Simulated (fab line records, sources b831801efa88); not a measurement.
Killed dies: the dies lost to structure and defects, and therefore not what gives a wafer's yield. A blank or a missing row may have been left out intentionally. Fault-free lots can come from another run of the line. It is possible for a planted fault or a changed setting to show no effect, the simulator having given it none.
Chamber matching	flow gf180mcu	4 sister chambers for GF_CONTACT_CMP_27 on cmp-01
The step polishes, stops on SiO2, t overpolish 15 s, target thk 0 nm. 4 wafers are shown with their chamber, then 9 later ones without.

== WAFERS, EACH WITH ITS CHAMBER ==
wafer	chamber	motor-current-A (A)
L787.1	2	10.2
L798.3	3	10.6
L800.5	1	14.1
L800.6	0	10.8

== WAFERS MISSING THEIR CHAMBER ==
wafer	motor-current-A (A)
L801.2	12.8
L801.3	11.2
L801.5	11.2
L802.4	11.0
L802.5	10.3
L802.6	10.5
L804.1	10.5
L804.2	12.9
L804.4	11.5

== WHICH CHAMBER EACH WENT THROUGH ==
wafer	from the rows above	in truth
L801.2	can't be placed: 1 or 0 or 3 or 2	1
L801.3	can't be placed: 0 or 3 or 2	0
L801.5	can't be placed: 0 or 3 or 2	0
L802.4	can't be placed: 0 or 3 or 2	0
L802.5	can't be placed: 2 or 3 or 0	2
L802.6	can't be placed: 3 or 0 or 2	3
L804.1	can't be placed: 3 or 0 or 2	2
L804.2	can't be placed: 1 or 0 or 3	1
L804.4	can't be placed: 0 or 3 or 2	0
0 of 9 placed correctly. Unplaceable from these rows: 9, with the true chamber sitting among the candidates in 9. Wrongly placed: 0.
How it was worked out, from the rows above alone: a wafer's distance from a chamber is the root of the sum, over the readings, of the square of ((its reading less the chamber's mean) divided by the reading's scatter). The wafer belongs to the nearest chamber; if the next one is less than 2 further off, it can't be placed. For every chamber, the mean is computed from those of its wafers that are shown. The scatter (one wafer shown for each chamber): square how far every hidden wafer sits from the nearest shown wafer, average those squares and take the square root.
